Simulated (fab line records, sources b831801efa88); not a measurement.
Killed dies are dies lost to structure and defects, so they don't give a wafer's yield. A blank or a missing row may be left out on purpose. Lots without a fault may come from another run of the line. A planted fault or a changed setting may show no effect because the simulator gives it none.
fab line records | flow gf180mcu
record lots=24 wafers=72 last_day=34
route steps=602 shown M4@460 MIM@507 V5@543 TOP_METAL@573 PASSIVATION@587
lots that met no fault: from a run of the same line without faults
start_h: hours from the record's first day to the start of the lot's first wafer shown | wait_h: hours since the lot's step before | " the same as in the row above | L1.1+2: a row that stands for several wafers | - no value, or no start given | * or withheld: withheld | < > ~ a bound
route shown NAME@n: a module of which the file shows steps, and the number in the route of the first | usual: mean/standard deviation of fault-free wafers | same: alike in all rows | chamber/n: place in a boat | sites: the reading at each site | _std_site: their standard deviation | _edge_site: outer sites' mean less inner sites' | radius_mm: how far each site lies from the wafer's centre | mask NAME#n: copy n | behind: the tool/chamber that last shaped the wafer | hold: why the lot was held/for how many hours/how that ended | device: the transistor (n, p or np) that didn't switch | end of line: the same wafers' tests at the end of the route | a step without rows: its recipe alone | killed: dies lost to structure and defects at the first sort, not the wafer's yield | map: a wafer's dies, x killed, . not, _ none there
set.NAME: the setting as run; set.NAME@STEP: as run at that earlier step | model.NAME: the simulator's own value behind a step, which no gauge read
steps of the route over a sample of lots; a table a step, a row a wafer
services: from which hour (start_h, from the record's first day; less than 0 if before it) a tool's chamber was out of use, for how many hours, and why
## steps
# step GF_M4_SPUTTER_04
# recipe material=TiN target_thk_nm=50 power_w=6500 time_s=41.7 chamber_pressure_pa=0.4
# usual throttle_valve_pct=30.3/0.79
# same time_s=41.7
# columns lot.wafer tool chamber start_h wait_h throttle_valve_pct
L074.1 pvd_sputter-02 - 524.03 0.0 30.7
L074.5 " - " " 31.2
L074.6 " - " " 30.9
L075.1 pvd_sputter-02 - 524.98 0.0 31.5
L075.5 " - " " 30.6
L075.6 " - " " 30.8
L076.4 pvd_sputter-01 - 538.20 0.0 29.9
L076.5 " - " " 29.6
L076.6 " - " " 28.9
L077.2 pvd_sputter-02 - 549.28 0.0 30.8
L077.3 " - " " 31.1
L077.6 " - " " 30.8
L078.3 pvd_sputter-01 - 553.70 0.0 29.3
L078.5 " - " " 30.3
L078.6 " - " " 29.1
L079.1 pvd_sputter-01 - 555.18 0.0 30.4
L079.3 " - " " 31.3
L079.4 " - " " 29.9
L080.1 pvd_sputter-02 - 569.02 0.0 30.7
L080.3 " - " " 30.5
L080.4 " - " " 31.5
L081.1 pvd_sputter-02 - 575.58 0.0 30.5
L081.3 " - " " 30.7
L081.6 " - " " 30.6
L082.2 pvd_sputter-01 - 582.93 0.0 29.7
L082.4 " - " " 30.4
L082.6 " - " " 29.6
L083.2 pvd_sputter-01 - 589.79 0.0 29.2
L083.3 " - " " 31.1
L083.4 " - " " 30.1
L084.1 pvd_sputter-04 - 597.47 0.0 28.8
L084.3 " - " " 30.8
L084.4 " - " " 30.2
L085.1 pvd_sputter-01 - 608.37 0.0 30.5
L085.4 " - " " 30.0
L085.5 " - " " 29.0
L086.1 pvd_sputter-01 - 612.78 0.0 30.6
L086.3 " - " " 31.5
L086.6 " - " " 30.4
L087.1 pvd_sputter-01 - 626.53 0.0 29.1
L087.3 " - " " 29.7
L087.4 " - " " 30.3
L088.1 pvd_sputter-04 - 630.73 0.0 30.4
L088.5 " - " " 30.0
L088.6 " - " " 30.2
L089.3 pvd_sputter-04 - 633.98 0.0 30.7
L089.4 " - " " 29.8
L089.5 " - " " 30.0
L090.1 pvd_sputter-04 - 644.12 0.0 30.3
L090.2 " - " " 30.0
L090.3 " - " " 30.9
L091.1 pvd_sputter-01 - 651.22 0.0 30.0
L091.5 " - " " 29.0
L091.6 " - " " 29.6
L092.1 pvd_sputter-01 - 661.38 0.0 30.6
L092.3 " - " " 31.0
L092.5 " - " " 30.0
L093.3 pvd_sputter-04 - 663.13 0.0 30.9
L093.4 " - " " 30.8
L093.6 " - " " 28.6
L094.1 pvd_sputter-01 - 670.90 0.0 29.9
L094.4 " - " " 31.5
L094.6 " - " " 30.2
L095.1 pvd_sputter-01 - 681.54 0.0 29.2
L095.4 " - " " 31.1
L095.5 " - " " 31.5
L096.1 pvd_sputter-04 - 683.27 0.0 30.9
L096.2 " - " " 30.0
L096.3 " - " " 29.2
L097.3 pvd_sputter-01 - 689.64 0.0 30.3
L097.4 " - " " 29.7
L097.5 " - " " 31.5
# step GF_MIM_SPUTTER_04
# recipe material=TiN target_thk_nm=50 power_w=6500 time_s=41.7 chamber_pressure_pa=0.4
# usual throttle_valve_pct=30.2/0.69
# same time_s=41.7
# columns lot.wafer tool chamber start_h wait_h throttle_valve_pct
L074.1 pvd_sputter-02 - 571.28 0.0 30.8
L074.5 " - " " 30.9
L074.6 " - " " 31.7
L075.1 pvd_sputter-03 - 572.70 0.0 29.5
L075.5 " - " " 29.2
L075.6 " - " " 30.2
L076.4 pvd_sputter-02 - 584.27 0.0 30.7
L076.5 " - " " 30.5
L076.6 " - " " 30.9
L077.2 pvd_sputter-02 - 595.30 0.0 30.7
L077.3 " - " " 31.2
L077.6 " - " " 30.7
L078.3 pvd_sputter-03 - 600.15 0.0 29.1
L078.5 " - " " 30.7
L078.6 " - " " 29.6
L079.1 pvd_sputter-03 - 600.97 0.0 30.1
L079.3 " - " " 29.3
L079.4 " - " " 30.3
L080.1 pvd_sputter-03 - 615.17 0.0 30.2
L080.3 " - " " 30.4
L080.4 " - " " 29.7
L081.1 pvd_sputter-03 - 620.57 0.0 29.3
L081.3 " - " " 29.4
L081.6 " - " " 30.3
L082.2 pvd_sputter-04 - 627.47 0.0 29.9
L082.4 " - " " 30.9
L082.6 " - " " 30.1
L083.2 pvd_sputter-02 - 634.15 0.0 30.8
L083.3 " - " " 30.8
L083.4 " - " " 31.3
L084.1 pvd_sputter-03 - 642.93 0.0 29.5
L084.3 " - " " 29.2
L084.4 " - " " 30.4
L085.1 pvd_sputter-04 - 652.61 0.0 28.8
L085.4 " - " " 30.5
L085.5 " - " " 29.8
L086.1 pvd_sputter-04 - 656.55 0.0 30.6
L086.3 " - " " 30.6
L086.6 " - " " 30.8
L087.1 pvd_sputter-02 - 669.80 0.0 30.5
L087.3 " - " " 30.7
L087.4 " - " " 30.7
L088.1 pvd_sputter-02 - 673.88 0.0 31.1
L088.5 " - " " 30.9
L088.6 " - " " 31.0
L089.3 pvd_sputter-04 - 676.63 0.0 30.6
L089.4 " - " " 29.8
L089.5 " - " " 29.8
L090.1 pvd_sputter-03 - 686.40 0.0 29.2
L090.2 " - " " 30.5
L090.3 " - " " 29.5
L091.1 pvd_sputter-04 - 692.65 0.0 30.3
L091.5 " - " " 28.7
L091.6 " - " " 30.7
L092.1 pvd_sputter-02 - 702.81 0.0 30.5
L092.3 " - " " 30.9
L092.5 " - " " 30.7
L093.3 pvd_sputter-03 - 705.00 0.0 29.6
L093.4 " - " " 30.3
L093.6 " - " " 29.3
L094.1 pvd_sputter-04 - 711.35 0.0 28.8
L094.4 " - " " 30.2
L094.6 " - " " 30.7
L095.1 pvd_sputter-03 - 720.66 0.0 29.2
L095.4 " - " " 29.7
L095.5 " - " " 30.0
L096.1 pvd_sputter-04 - 723.47 0.0 30.5
L096.2 " - " " 30.1
L096.3 " - " " 28.9
L097.3 pvd_sputter-04 - 729.62 0.0 30.1
L097.4 " - " " 30.9
L097.5 " - " " 30.6
# step GF_V5_THK_MEAS_03
# recipe reads=SiO2_of_V5_CVD_02
# usual V5_CVD_02_THK=1445/20
# columns lot.wafer tool chamber start_h wait_h V5_CVD_02_THK[nm]
L074.1 film_metro-03 - 615.80 0.1 1425
L074.5 " - " " 1433
L074.6 " - " " 1446
L075.1 film_metro-04 - 616.32 0.1 1468
L075.5 " - " " 1483
L075.6 " - " " 1488
L076.4 film_metro-03 - 627.21 0.0 1466
L076.5 " - " " 1491
L076.6 " - " " 1483
L077.2 film_metro-03 - 638.67 0.1 1447
L077.3 " - " " 1480
L077.6 " - " " 1477
L078.3 film_metro-04 - 643.16 0.1 1462
L078.5 " - " " 1473
L078.6 " - " " 1491
L079.1 film_metro-04 - 643.89 0.1 1412
L079.3 " - " " 1421
L079.4 " - " " 1438
L080.1 film_metro-01 - 656.64 0.1 1406
L080.3 " - " " 1428
L080.4 " - " " 1431
L081.1 film_metro-01 - 663.13 0.1 1464
L081.3 " - " " 1453
L081.6 " - " " 1478
L082.2 film_metro-01 - 669.84 0.1 1399
L082.4 " - " " 1453
L082.6 " - " " 1411
L083.2 film_metro-03 - 675.68 0.1 1425
L083.3 " - " " 1435
L083.4 " - " " 1439
L084.1 film_metro-03 - 683.67 0.1 1450
L084.3 " - " " 1457
L084.4 " - " " 1467
L085.1 film_metro-01 - 693.20 0.1 1415
L085.4 " - " " 1450
L085.5 " - " " 1431
L086.1 film_metro-03 - 696.73 0.1 1418
L086.3 " - " " 1436
L086.6 " - " " 1448
L087.1 film_metro-01 - 710.29 0.1 1436
L087.3 " - " " 1445
L087.4 " - " " 1453
L088.1 film_metro-03 - 712.99 0.1 1443
L088.5 " - " " 1422
L088.6 " - " " 1418
L089.3 film_metro-01 - 715.33 0.1 1436
L089.4 " - " " 1463
L089.5 " - " " 1437
L090.1 film_metro-03 - 724.68 0.1 1417
L090.2 " - " " 1460
L090.3 " - " " 1436
L091.1 film_metro-01 - 730.60 0.1 1441
L091.5 " - " " 1455
L091.6 " - " " 1444
L092.1 film_metro-01 - 740.01 0.1 1447
L092.3 " - " " 1433
L092.5 " - " " 1450
L093.3 film_metro-04 - 742.13 0.1 1430
L093.4 " - " " 1431
L093.6 " - " " 1443
L094.1 film_metro-03 - 748.31 0.1 1463
L094.4 " - " " 1480
L094.6 " - " " 1453
L095.1 film_metro-03 - 756.85 0.1 1431
L095.4 " - " " 1465
L095.5 " - " " 1459
L096.1 film_metro-04 - 759.08 0.1 1421
L096.2 " - " " 1420
L096.3 " - " " 1434
L097.3 film_metro-01 - 764.41 0.1 1433
L097.4 " - " " 1444
L097.5 " - " " 1469
# step GF_V5_THK_MEAS_25
# recipe thk_meas_gauge=xrf reads=W_of_V5_CVD_23
# usual V5_W_THK=360/5.7
# columns lot.wafer tool chamber start_h wait_h V5_W_THK[nm]
L074.1 film_metro-03 - 637.49 0.1 363
L074.5 " - " " 360
L074.6 " - " " 364
L075.1 film_metro-04 - 638.41 0.1 349
L075.5 " - " " 351
L075.6 " - " " 348
L076.4 film_metro-04 - 649.36 0.1 357
L076.5 " - " " 355
L076.6 " - " " 358
L077.2 film_metro-03 - 660.78 0.1 354
L077.3 " - " " 364
L077.6 " - " " 358
L078.3 film_metro-01 - 664.64 0.1 358
L078.5 " - " " 350
L078.6 " - " " 359
L079.1 film_metro-03 - 665.55 0.1 355
L079.3 " - " " 359
L079.4 " - " " 362
L080.1 film_metro-03 - 677.86 0.1 368
L080.3 " - " " 364
L080.4 " - " " 372
L081.1 film_metro-01 - 684.64 0.1 363
L081.3 " - " " 361
L081.6 " - " " 357
L082.2 film_metro-01 - 691.19 0.1 357
L082.4 " - " " 356
L082.6 " - " " 355
L083.2 film_metro-01 - 696.36 0.1 357
L083.3 " - " " 365
L083.4 " - " " 358
L084.1 film_metro-03 - 704.20 0.1 363
L084.3 " - " " 363
L084.4 " - " " 365
L085.1 film_metro-01 - 713.51 0.1 364
L085.4 " - " " 363
L085.5 " - " " 363
L086.1 film_metro-01 - 716.93 0.1 370
L086.3 " - " " 365
L086.6 " - " " 367
L087.1 film_metro-01 - 729.80 0.1 364
L087.3 " - " " 363
L087.4 " - " " 357
L088.1 film_metro-01 - 732.39 0.1 356
L088.5 " - " " 355
L088.6 " - " " 365
L089.3 film_metro-04 - 734.27 0.1 347
L089.4 " - " " 353
L089.5 " - " " 351
L090.1 film_metro-03 - 742.87 0.1 358
L090.2 " - " " 363
L090.3 " - " " 360
L091.1 film_metro-04 - 749.13 0.1 354
L091.5 " - " " 354
L091.6 " - " " 356
L092.1 film_metro-04 - 758.50 0.1 362
L092.3 " - " " 359
L092.5 " - " " 362
L093.3 film_metro-04 - 760.32 0.1 359
L093.4 " - " " 360
L093.6 " - " " 359
L094.1 film_metro-03 - 766.13 0.1 367
L094.4 " - " " 367
L094.6 " - " " 364
L095.1 film_metro-01 - 774.92 0.1 355
L095.4 " - " " 350
L095.5 " - " " 348
L096.1 film_metro-03 - 776.89 0.1 372
L096.2 " - " " 365
L096.3 " - " " 369
L097.3 film_metro-03 - 782.16 0.1 364
L097.4 " - " " 369
L097.5 " - " " 364
# step GF_TOP_METAL_THK_MEAS_06
# recipe thk_meas_gauge=xrf reads=AlCu_of_TOP_METAL_SPUTTER_02
# usual TOP_METAL_ALCU_THK=906/12
# columns lot.wafer tool chamber start_h wait_h TOP_METAL_ALCU_THK[nm]
L074.1 film_metro-01 - 638.19 0.1 915
L074.5 " - " " 887
L074.6 " - " " 916
L075.1 film_metro-02 - 639.11 0.1 909
L075.5 " - " " 890
L075.6 " - " " 883
L076.4 film_metro-02 - 650.06 0.1 898
L076.5 " - " " 896
L076.6 " - " " 899
L077.2 film_metro-02 - 661.48 0.1 896
L077.3 " - " " 885
L077.6 " - " " 901
L078.3 film_metro-04 - 665.43 0.1 897
L078.5 " - " " 894
L078.6 " - " " 907
L079.1 film_metro-02 - 666.29 0.1 899
L079.3 " - " " 907
L079.4 " - " " 912
L080.1 film_metro-01 - 678.56 0.1 907
L080.3 " - " " 918
L080.4 " - " " 913
L081.1 film_metro-04 - 685.34 0.1 897
L081.3 " - " " 900
L081.6 " - " " 909
L082.2 film_metro-01 - 691.89 0.1 895
L082.4 " - " " 893
L082.6 " - " " 901
L083.2 film_metro-02 - 697.21 0.1 908
L083.3 " - " " 899
L083.4 " - " " 917
L084.1 film_metro-01 - 704.90 0.1 912
L084.3 " - " " 921
L084.4 " - " " 915
L085.1 film_metro-02 - 714.21 0.1 881
L085.4 " - " " 889
L085.5 " - " " 902
L086.1 film_metro-01 - 717.63 0.1 934
L086.3 " - " " 936
L086.6 " - " " 919
L087.1 film_metro-04 - 730.50 0.1 885
L087.3 " - " " 915
L087.4 " - " " 915
L088.1 film_metro-01 - 733.31 0.1 895
L088.5 " - " " 900
L088.6 " - " " 889
L089.3 film_metro-01 - 734.97 0.1 927
L089.4 " - " " 923
L089.5 " - " " 920
L090.1 film_metro-01 - 743.57 0.1 914
L090.2 " - " " 928
L090.3 " - " " 927
L091.1 film_metro-01 - 749.83 0.1 905
L091.5 " - " " 909
L091.6 " - " " 911
L092.1 film_metro-02 - 759.20 0.1 901
L092.3 " - " " 895
L092.5 " - " " 898
L093.3 film_metro-02 - 761.02 0.1 943
L093.4 " - " " 912
L093.6 " - " " 932
L094.1 film_metro-02 - 766.83 0.1 909
L094.4 " - " " 926
L094.6 " - " " 927
L095.1 film_metro-01 - 775.62 0.1 907
L095.4 " - " " 900
L095.5 " - " " 911
L096.1 film_metro-04 - 777.59 0.1 894
L096.2 " - " " 918
L096.3 " - " " 903
L097.3 film_metro-01 - 782.86 0.1 901
L097.4 " - " " 900
L097.5 " - " " 905
# step GF_PASSIVATION_CVD_00
# recipe material=SiO2 target_thk_nm=1000 precursor=TEOS temp_c=400 time_s=111.95 rf_w=600
# usual heater_power_w=682/98 rf_fwd_power_W=596.3/1.9
# same time_s=111.95
# columns lot.wafer tool chamber start_h wait_h heater_power_w rf_fwd_power_W
L074.1 pecvd-03 1 658.67 0.0 860 600.5
L074.5 " 1 " " 652 597.5
L074.6 " 2 " " 791 596.9
L075.1 pecvd-02 0 659.82 0.0 611 598.3
L075.5 " 0 " " 477 595.0
L075.6 " 1 " " 519 597.0
L076.4 pecvd-04 1 670.00 0.0 882 598.0
L076.5 " 2 " " 720 594.0
L076.6 " 0 " " 792 593.9
L077.2 pecvd-03 0 682.02 0.0 608 596.7
L077.3 " 1 " " 804 593.5
L077.6 " 2 " " 742 597.2
L078.3 pecvd-02 2 685.24 0.0 694 593.9
L078.5 " 0 " " 484 598.7
L078.6 " 1 " " 639 595.7
L079.1 pecvd-03 2 686.32 0.0 624 595.0
L079.3 " 0 " " 700 598.2
L079.4 " 1 " " 789 600.0
L080.1 pecvd-02 1 698.42 0.0 669 598.6
L080.3 " 2 " " 583 596.5
L080.4 " 0 " " 579 599.6
L081.1 pecvd-03 0 704.32 0.0 685 594.3
L081.3 " 1 " " 781 596.6
L081.6 " 2 " " 612 596.8
L082.2 pecvd-04 0 710.94 0.0 721 594.9
L082.4 " 2 " " 574 594.9
L082.6 " 0 " " 774 593.2
L083.2 pecvd-02 0 716.31 0.0 562 595.3
L083.3 " 1 " " 607 597.1
L083.4 " 2 " " 686 595.2
L084.1 pecvd-02 1 723.55 0.0 566 593.4
L084.3 " 2 " " 687 596.1
L084.4 " 1 " " 625 596.2
L085.1 pecvd-02 1 732.52 0.0 660 596.3
L085.4 " 1 " " 511 597.2
L085.5 " 0 " " 595 598.1
L086.1 pecvd-04 1 736.07 0.0 743 596.8
L086.3 " 0 " " 753 595.3
L086.6 " 2 " " 693 595.0
L087.1 pecvd-03 0 748.48 0.0 684 596.6
L087.3 " 2 " " 731 594.7
L087.4 " 0 " " 734 596.2
L088.1 pecvd-04 1 750.70 0.0 881 598.6
L088.5 " 1 " " 886 600.0
L088.6 " 0 " " 718 593.7
L089.3 pecvd-03 0 752.66 0.0 651 596.3
L089.4 " 0 " " 718 596.6
L089.5 " 1 " " 681 596.1
L090.1 pecvd-04 1 760.90 0.0 877 599.9
L090.2 " 0 " " 682 590.5
L090.3 " 2 " " 708 596.3
L091.1 pecvd-03 2 767.03 0.0 784 597.0
L091.5 " 1 " " 768 595.1
L091.6 " 2 " " 711 598.4
L092.1 pecvd-02 1 776.28 0.0 644 595.3
L092.3 " 0 " " 512 594.2
L092.5 " 0 " " 577 594.3
L093.3 pecvd-02 0 777.55 0.0 589 596.4
L093.4 " 1 " " 652 596.8
L093.6 " 0 " " 611 595.9
L094.1 pecvd-04 1 783.28 0.0 916 596.9
L094.4 " 2 " " 724 594.6
L094.6 " 0 " " 649 594.2
L095.1 pecvd-04 0 791.80 0.0 809 592.0
L095.4 " 1 " " 879 600.6
L095.5 " 0 " " 637 592.6
L096.1 pecvd-02 0 793.20 0.0 538 598.9
L096.2 " 2 " " 678 593.2
L096.3 " 1 " " 648 593.5
L097.3 pecvd-02 2 799.48 0.0 662 594.1
L097.4 " 1 " " 604 595.3
L097.5 " 0 " " 560 595.8
## services
# columns tool chamber start_h hours kind
pecvd-04 - 512.85 0.8 repair
pvd_sputter-03 - 515.11 2.0 repair
pecvd-04 - 516.35 1.5 repair
pvd_sputter-01 - 533.81 3.8 repair
pecvd-02 0 541.45 20.2 repair
pvd_sputter-02 - 543.45 4.4 repair
pvd_sputter-04 - 548.52 0.6 repair
pvd_sputter-04 - 583.50 3.4 repair
pecvd-04 - 591.12 14.0 pm
pecvd-02 - 592.82 0.5 repair
pvd_sputter-04 - 614.11 9.4 repair
pecvd-02 - 642.02 0.5 repair
pvd_sputter-03 - 643.75 4.7 repair
pecvd-04 - 667.42 1.1 repair
pecvd-02 - 701.58 14.6 pm
pecvd-03 1 718.47 31.7 repair
pecvd-02 0 719.70 12.0 repair
pvd_sputter-04 - 727.56 0.9 repair
pecvd-02 1 736.80 2.0 repair
pvd_sputter-02 - 740.98 8.5 repair
pvd_sputter-02 - 748.32 0.8 repair
pecvd-02 0 752.64 14.1 repair
pecvd-02 - 765.71 2.8 pm
pvd_sputter-02 - 775.93 1.7 repair
## key
fault none
